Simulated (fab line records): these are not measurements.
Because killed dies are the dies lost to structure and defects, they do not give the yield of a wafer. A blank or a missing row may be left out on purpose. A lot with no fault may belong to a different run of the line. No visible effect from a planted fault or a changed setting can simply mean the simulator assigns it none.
fab line records	flow gf180mcu
[record] lots = 15	wafers = 45	last_day = 34
route steps=602 shown M4@461 V4@494 MIM@505
lots that met no fault: taken from a fault-free run of the same line
start_h: the number of hours between the record's first day and the start of the first shown wafer of the lot	wait_h: how many hours have passed since the lot's step before this one	" repeats the value in the row above	L1.1+2: a row that stands for several wafers	- no value, or no start given	* or withheld: withheld	< > ~ a bound
route shown NAME@n: a module of which the file shows steps, and the number in the route of the first	usual: mean and standard deviation over wafers with no fault	same: alike in all rows	chamber/n: place in a boat	sites: readings site by site	_std_site: their standard deviation	_edge_site: inner sites' mean taken away from outer sites' mean	radius_mm: for every site, how far away it sits from the centre of the wafer	mask NAME#n: copy n	behind: the last tool/chamber to shape the wafer	hold: reason for holding the lot/hours on hold/outcome of the hold	device: the n, p or np transistor that did not switch	end of line: tests run on the same wafers once the route is complete	for a step that has no rows: nothing shown but its recipe	killed: the dies lost at the first sort to structure and to defects; this is not the yield of the wafer	map: a wafer's dies, marking killed ones x, the rest . and places with no die _
set.NAME: the setting that was run; set.NAME@STEP: the one run at that earlier step	model.NAME: the simulator's own value behind a step, which no gauge read
one table for each step of the route and one row for each wafer, over a sample of lots
services: from which hour (start_h, from the record's first day; less than 0 if before it) a tool's chamber was out of use, for how many hours, and why
[[steps]]
[step GF_M4_RS_MEAS_05]
[recipe] thk_meas_gauge = four-point-probe	reads = TiN_of_M4_SPUTTER_04+Ti_of_M4_SPUTTER_03+AlCu_of_M4_SPUTTER_02+TiN_of_M4_SPUTTER_01+Ti_of_M4_SPUTTER_00
[usual] M4_ALCU_RS = 0.0700/0.00065
lot.wafer	tool	chamber	start_h	wait_h	M4_ALCU_RS[ohm/sq]
L759.1	film_metro-04	-	516.32	0.0	0.0691
L759.2	"	-	"	"	0.0698
L759.6	"	-	"	"	0.0696
L761.1	film_metro-03	-	530.27	0.0	0.0703
L761.3	"	-	"	"	0.0697
L761.5	"	-	"	"	0.0700
L762.4	film_metro-04	-	541.63	0.1	0.0692
L762.5	"	-	"	"	0.0703
L762.6	"	-	"	"	0.0700
L763.2	film_metro-04	-	554.63	0.0	0.0694
L763.3	"	-	"	"	0.0697
L763.4	"	-	"	"	0.0709
L764.1	film_metro-03	-	562.73	0.0	0.0705
L764.4	"	-	"	"	0.0702
L764.6	"	-	"	"	0.0707
L765.3	film_metro-01	-	571.77	0.1	0.0698
L765.4	"	-	"	"	0.0698
L765.6	"	-	"	"	0.0700
L767.3	film_metro-04	-	588.26	0.1	0.0693
L767.4	"	-	"	"	0.0704
L767.6	"	-	"	"	0.0689
L768.1	film_metro-04	-	591.63	0.0	0.0708
L768.5	"	-	"	"	0.0711
L768.6	"	-	"	"	0.0706
L770.1	film_metro-04	-	607.23	0.0	0.0709
L770.4	"	-	"	"	0.0694
L770.6	"	-	"	"	0.0700
L774.2	film_metro-04	-	636.49	0.0	0.0690
L774.3	"	-	"	"	0.0702
L774.5	"	-	"	"	0.0692
L775.3	film_metro-03	-	641.62	0.1	0.0703
L775.4	"	-	"	"	0.0699
L775.6	"	-	"	"	0.0706
L776.1	film_metro-04	-	654.45	0.0	0.0688
L776.4	"	-	"	"	0.0689
L776.5	"	-	"	"	0.0704
L779.1	film_metro-03	-	670.11	0.0	0.0716
L779.2	"	-	"	"	0.0712
L779.4	"	-	"	"	0.0713
L780.1	film_metro-04	-	678.63	0.0	0.0694
L780.3	"	-	"	"	0.0705
L780.5	"	-	"	"	0.0697
L782.1	film_metro-01	-	691.18	0.0	0.0701
L782.2	"	-	"	"	0.0716
L782.3	"	-	"	"	0.0706
[step GF_M4_STRIP_17]
[recipe] chemistry = O2/N2	power_w = 1400	pressure_mtorr = 1500	platen_temp_c = 250	o2_flow_sccm = 3000	n2_flow_sccm = 300	overash_fraction = 0.5
[usual] chamber_pressure_mTorr = 1499.8/1.5	drypump_motor_current_A = 5.8/0.4	heater_power_w = 294/9.4	oes_product_au = 0.558/0.0051	platen_temp_c = 250.01/0.18	strip_time_to_endpoint_s = 7.88/0.037
[same] overash_fraction = 0.5
lot.wafer	tool	chamber	start_h	wait_h	chamber_pressure_mTorr	drypump_motor_current_A	heater_power_w	oes_product_au	platen_temp_c	rf_hours_counter_h	strip_time_to_endpoint_s
L759.1	plasma_asher-02	0	539.89	0.1	1497.6	5.3	290	0.559	250.29	40	7.84
L759.2	"	1	"	"	1499.1	6.1	284	0.553	250.02	40	7.85
L759.6	"	1	"	"	1499.4	6.1	280	0.547	250.12	-	7.85
L761.1	plasma_asher-01	1	551.87	0.1	1498.2	6.2	298	0.561	250.01	13	7.89
L761.3	"	1	"	"	1499.5	6.2	303	0.559	249.88	-	7.94
L761.5	"	0	"	"	1501.5	6.1	296	0.560	250.09	-	7.93
L762.4	plasma_asher-01	0	563.14	0.1	1501.3	6.1	300	0.560	249.81	-	7.88
L762.5	"	1	"	"	1498.4	6.2	301	0.552	250.12	-	7.89
L762.6	"	0	"	"	1498.7	6.1	296	0.561	249.81	-	7.94
L763.2	plasma_asher-02	0	576.46	0.1	1501.8	5.3	291	0.555	250.13	45	7.88
L763.3	"	0	"	"	1499.8	5.3	284	0.562	250.25	-	7.87
L763.4	"	1	"	"	1498.3	6.1	288	0.554	250.08	-	7.87
L764.1	plasma_asher-02	1	584.41	0.1	1497.4	6.0	294	0.557	250.13	45	7.91
L764.4	"	0	"	"	1500.2	5.4	284	0.555	250.05	-	7.91
L764.6	"	0	"	"	1499.1	5.3	284	0.555	250.16	-	7.98
L765.3	plasma_asher-02	0	593.39	0.1	1500.9	5.4	284	0.555	250.15	-	7.87
L765.4	"	1	"	"	1498.2	6.1	293	0.556	250.02	-	7.85
L765.6	"	1	"	"	1502.5	6.1	287	0.566	249.93	-	7.90
L767.3	plasma_asher-02	1	609.84	0.1	1499.4	6.1	297	0.560	250.08	-	7.90
L767.4	"	0	"	"	1497.9	5.3	287	0.555	249.83	-	7.89
L767.6	"	0	"	"	1500.1	5.3	286	0.561	249.64	-	7.87
L768.1	plasma_asher-02	1	612.02	0.1	1499.5	6.1	292	0.565	249.79	48	7.83
L768.5	"	1	"	"	1495.1	6.1	290	0.555	250.09	-	7.85
L768.6	"	0	"	"	1500.0	5.3	290	0.553	249.97	-	7.83
L770.1	plasma_asher-02	1	627.07	0.1	1498.9	6.1	289	0.559	249.89	50	7.85
L770.4	"	1	"	"	1501.8	6.1	285	0.557	250.09	-	7.85
L770.6	"	1	"	"	1502.5	6.1	289	0.562	249.90	-	7.87
L774.2	plasma_asher-01	0	656.56	0.1	1498.6	6.1	290	0.554	250.17	24	7.87
L774.3	"	0	"	"	1498.6	6.1	293	0.556	250.36	-	7.86
L774.5	"	0	"	"	1500.3	6.1	295	0.545	250.16	-	7.84
L775.3	plasma_asher-01	1	661.40	0.1	1497.9	6.2	300	0.563	249.94	-	7.89
L775.4	"	0	"	"	1499.3	6.1	301	0.569	249.67	-	7.88
L775.6	"	0	"	"	1500.1	6.1	290	0.555	249.99	-	7.82
L776.1	plasma_asher-04	0	673.92	0.1	1500.4	5.0	317	0.561	249.96	96	7.86
L776.4	"	1	"	"	1501.2	5.7	301	0.547	250.15	-	7.89
L776.5	"	0	"	"	1499.3	4.9	312	0.556	249.99	-	7.92
L779.1	plasma_asher-01	0	689.51	0.1	1500.7	6.1	299	0.560	249.87	28	7.95
L779.2	"	1	"	"	1502.1	6.2	294	0.568	250.13	28	7.94
L779.4	"	1	"	"	1501.8	6.2	299	0.566	250.12	-	7.98
L780.1	plasma_asher-01	0	696.93	0.1	1500.7	6.1	291	0.568	250.02	29	7.92
L780.3	"	1	"	"	1502.5	6.2	298	0.562	249.65	-	7.92
L780.5	"	0	"	"	1502.1	6.1	297	0.567	250.37	-	7.91
L782.1	plasma_asher-02	1	709.84	0.1	1500.9	6.1	290	0.560	249.79	59	7.87
L782.2	"	0	"	"	1502.3	5.4	281	0.564	249.93	59	7.92
L782.3	"	0	"	"	1500.4	5.3	286	0.550	249.99	-	7.86
[step GF_V4_STRIP_18]
[recipe] chemistry = O2/N2	power_w = 1400	pressure_mtorr = 1500	platen_temp_c = 250	o2_flow_sccm = 3000	n2_flow_sccm = 300	overash_fraction = 0.5
[usual] chamber_pressure_mTorr = 1500.0/1.5	drypump_motor_current_A = 5.5/0.4	heater_power_w = 304/15	oes_product_au = 0.592/0.0047	overash_fraction = 0.5/0	platen_temp_c = 249.98/0.15
lot.wafer	tool	chamber	start_h	wait_h	chamber_pressure_mTorr	drypump_motor_current_A	heater_power_w	oes_product_au	overash_fraction	platen_temp_c	rf_hours_counter_h
L759.1	plasma_asher-04	0	563.35	-	1501.9	4.9	321	0.594	0.5	250.13	84
L759.2	"	1	"	"	1498.5	5.7	296	0.595	0.5	250.15	84
L759.6	"	0	"	"	1498.9	4.9	321	0.599	0.5	250.02	-
L761.1	plasma_asher-03	1	575.37	-	1498.9	5.5	315	0.599	0.5	249.90	94
L761.3	"	0	"	"	1500.5	5.9	296	0.592	0.5	249.91	-
L761.5	"	0	"	"	1500.5	5.9	294	0.589	0.5	250.12	-
L762.4	plasma_asher-04	1	586.03	-	1498.6	5.7	301	0.594	0.5	250.00	-
L762.5	"	0	"	"	1498.1	4.9	320	0.599	0.5	249.83	-
L762.6	"	1	"	"	1498.2	5.7	308	0.596	0.5	249.97	-
L763.2	plasma_asher-02	0	599.60	-	1501.5	5.4	284	0.588	0.5	249.82	47
L763.3	"	0	"	"	1497.2	5.4	286	0.594	0.5	250.17	-
L763.4	"	1	"	"	1499.1	6.0	293	0.592	0.5	249.83	-
L764.1	plasma_asher-02	1	607.27	-	1499.2	6.1	287	0.595	0.5	249.88	48
L764.4	"	0	"	"	1500.9	5.3	291	0.587	0.5	250.19	-
L764.6	"	0	"	"	1499.8	5.3	290	0.599	0.5	249.97	-
L765.3	plasma_asher-04	0	615.56	-	1501.2	4.9	327	0.602	0.5	249.98	-
L765.4	"	1	"	"	1499.0	5.7	300	0.593	0.5	250.10	-
L765.6	"	1	"	"	1501.2	5.7	297	0.588	0.5	250.28	-
L767.3	plasma_asher-02	1	632.01	-	1499.3	6.1	291	0.588	0.5	249.94	-
L767.4	"	0	"	"	1500.1	5.3	286	0.588	0.5	249.76	-
L767.6	"	1	"	"	1500.1	6.1	296	0.597	0.5	250.02	-
L768.1	plasma_asher-02	0	634.05	-	1501.4	5.3	282	0.596	0.5	249.96	51
L768.5	"	1	"	"	1497.6	6.1	291	0.595	0.5	249.84	-
L768.6	"	0	"	"	1499.2	5.3	288	0.595	0.5	250.19	-
L770.1	plasma_asher-04	1	648.80	-	1502.4	5.7	301	0.588	0.5	250.12	94
L770.4	"	0	"	"	1501.3	4.9	324	0.582	0.5	249.98	-
L770.6	"	0	"	"	1501.3	4.9	327	0.595	0.5	249.91	-
L774.2	plasma_asher-03	0	676.92	-	-	-	-	-	-	-	-
L774.3	"	0	"	"	-	-	-	-	-	-	-
L774.5	"	0	"	"	-	-	-	-	-	-	-
L775.3	plasma_asher-03	0	681.78	-	-	-	-	-	-	-	-
L775.4	"	1	"	"	-	-	-	-	-	-	-
L775.6	"	0	"	"	-	-	-	-	-	-	-
L776.1	plasma_asher-04	1	694.60	-	-	-	-	-	-	-	-
L776.4	"	1	"	"	-	-	-	-	-	-	-
L776.5	"	0	"	"	-	-	-	-	-	-	-
L779.1	plasma_asher-04	0	709.60	-	1501.2	4.9	322	0.590	0.5	249.91	100
L779.2	"	1	"	"	1499.6	5.7	302	0.596	0.5	249.69	100
L779.4	"	0	"	"	1502.7	4.9	321	0.601	0.5	250.00	-
L780.1	plasma_asher-04	1	716.70	-	1500.1	5.7	289	0.593	0.5	249.99	101
L780.3	"	1	"	"	1501.6	5.7	301	0.593	0.5	249.74	-
L780.5	"	1	"	"	1502.0	5.7	300	0.586	0.5	249.88	-
L782.1	plasma_asher-04	1	729.07	-	1501.4	5.7	302	0.586	0.5	249.79	103
L782.2	"	0	"	"	1501.3	4.9	324	0.585	0.5	249.78	103
L782.3	"	1	"	"	1500.2	5.7	299	0.592	0.5	250.05	-
[step GF_MIM_SPUTTER_02]
[recipe] material = AlCu	target_thk_nm = 450	power_w = 10600	time_s = 23.9	chamber_pressure_pa = 0.4
[usual] throttle_valve_pct = 30.3/1.1
lot.wafer	tool	chamber	start_h	wait_h	throttle_valve_pct
L759.1	pvd_sputter-04	-	564.72	0.0	31.2
L759.2	"	-	"	"	31.2
L759.6	"	-	"	"	29.8
L761.1	pvd_sputter-03	-	576.73	0.0	31.3
L761.3	"	-	"	"	31.1
L761.5	"	-	"	"	30.5
L762.4	pvd_sputter-01	-	587.41	0.0	30.7
L762.5	"	-	"	"	28.5
L762.6	"	-	"	"	30.8
L763.2	pvd_sputter-03	-	600.96	0.0	30.9
L763.3	"	-	"	"	28.0
L763.4	"	-	"	"	31.1
L764.1	pvd_sputter-01	-	608.63	0.0	30.9
L764.4	"	-	"	"	30.9
L764.6	"	-	"	"	30.7
L765.3	pvd_sputter-04	-	616.88	0.0	31.4
L765.4	"	-	"	"	30.3
L765.6	"	-	"	"	31.2
L767.3	pvd_sputter-03	-	633.44	0.0	31.3
L767.4	"	-	"	"	30.7
L767.6	"	-	"	"	31.4
L768.1	pvd_sputter-03	-	635.52	0.0	28.0
L768.5	"	-	"	"	30.9
L768.6	"	-	"	"	27.9
L770.1	pvd_sputter-03	-	650.16	0.0	31.1
L770.4	"	-	"	"	27.9
L770.6	"	-	"	"	30.7
L779.1	pvd_sputter-01	-	710.99	0.0	31.0
L779.2	"	-	"	"	28.7
L779.4	"	-	"	"	29.8
L780.1	pvd_sputter-01	-	718.06	0.0	30.7
L780.3	"	-	"	"	30.0
L780.5	"	-	"	"	30.2
L782.1	pvd_sputter-03	-	730.46	0.0	31.5
L782.2	"	-	"	"	30.9
L782.3	"	-	"	"	31.3
[[services]]
tool	chamber	start_h	hours	kind
plasma_asher-03	-	535.90	25.8	repair
plasma_asher-02	-	550.68	2.8	pm
plasma_asher-03	-	611.87	9.8	repair
plasma_asher-04	-	632.58	2.5	repair
plasma_asher-02	-	643.42	0.5	repair
plasma_asher-03	-	657.16	2.8	pm
pvd_sputter-04	-	669.01	2.0	repair
plasma_asher-03	-	684.96	3.8	repair
[[key]]
[first_sign] step = GF_V4_STRIP_18	reading = tool_record	direction = missing
effect none on later readings
met_at GF_V4_STRIP_18
struck_lots L774,L775,L776
later_rows_left_out L774.2,L774.3,L774.5,L775.3,L775.4,L775.6,L776.1,L776.4,L776.5
sort_left_out L774.2,L774.3,L774.5,L775.3,L775.4,L775.6,L776.1,L776.4,L776.5
not_acting_at GF_M4_RS_MEAS_05,GF_M4_STRIP_17,GF_MIM_SPUTTER_02
onset_between 648.80 676.92
[fault] kind = skipped_step_whole	tool = plasma_asher-03,plasma_asher-04	chamber = -	onset_h = 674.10	steps = GF_V4_STRIP_18	scope = struck_lots_only
// sort_left_out: the simulated sort isn't trusted on such a fault, so these wafers' sort isn't shown, and their yield isn't known
// later_rows_left_out: the simulator's readings of these wafers behind a module that went badly wrong aren't trusted and aren't shown, but for the sort
